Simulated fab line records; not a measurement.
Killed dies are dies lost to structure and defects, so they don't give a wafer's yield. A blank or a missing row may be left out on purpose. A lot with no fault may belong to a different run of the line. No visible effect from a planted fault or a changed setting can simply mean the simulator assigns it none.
Which of the tools did it? / flow sky130 / 6 lots with 18 wafers sampled at 2 steps, on a route of 708 steps

## WHAT EACH GAUGE READ, for each wafer
SKY_CAP2M_THK_MEAS_04: measures by xrf.
lot=L697; measured=day 39 11:59; on=film_metro-02; CAP2M_TIN_THK (nm)=196.3 199.5 198.3
lot=L699; measured=day 40 07:42; on=film_metro-02; CAP2M_TIN_THK (nm)=200.3 199.9 200.2
lot=L702; measured=day 41 18:26; on=film_metro-01; CAP2M_TIN_THK (nm)=197.9 200.5 198.7
lot=L704; measured=day 42 10:29; on=film_metro-04; CAP2M_TIN_THK (nm)=196.4 196.7 198.6
lot=L715; measured=day 44 23:39; on=film_metro-04; CAP2M_TIN_THK (nm)=194.3 196.0 194.5
lot=L717; measured=day 45 13:14; on=film_metro-04; CAP2M_TIN_THK (nm)=200.3 200.7 197.6

## WHICH TOOL RAN EACH LOT (tool, then ch and the chambers of the sampled wafers, then the start)
lot=L697; SKY_METAL4_SPUTTER_03=pvd_sputter-01, day 39 11:36
lot=L699; SKY_METAL4_SPUTTER_03=pvd_sputter-02, day 40 07:11
lot=L702; SKY_METAL4_SPUTTER_03=pvd_sputter-01, day 41 18:02
lot=L704; SKY_METAL4_SPUTTER_03=pvd_sputter-02, day 42 10:05
lot=L715; SKY_METAL4_SPUTTER_03=pvd_sputter-04, day 44 23:15
lot=L717; SKY_METAL4_SPUTTER_03=pvd_sputter-02, day 45 12:52
- SKY_METAL4_SPUTTER_03: material Ti, target thk 5 nm, time 3.3 s.

## THE ANSWER, worked out from the rows above alone
Rule: what is usual is taken from the lots themselves. The widest of any qualifying gaps counts: lots, ordered by their means at a reading, are off when they make up no more than a third of the lots, leave a main group of 4 or more, and stand apart from it by 3 or more times the standard deviation of that group's means. If all means in a main group match to the digits the tables above print for the reading, that group is not used. Also off: a lot with no number at a reading for which 4 or more lots have one. The other lots that the step has rows for count as sound.
Nothing can be told from this: no lot is off at any reading shown.

## WHAT THE SIMULATOR HAD PUT IN
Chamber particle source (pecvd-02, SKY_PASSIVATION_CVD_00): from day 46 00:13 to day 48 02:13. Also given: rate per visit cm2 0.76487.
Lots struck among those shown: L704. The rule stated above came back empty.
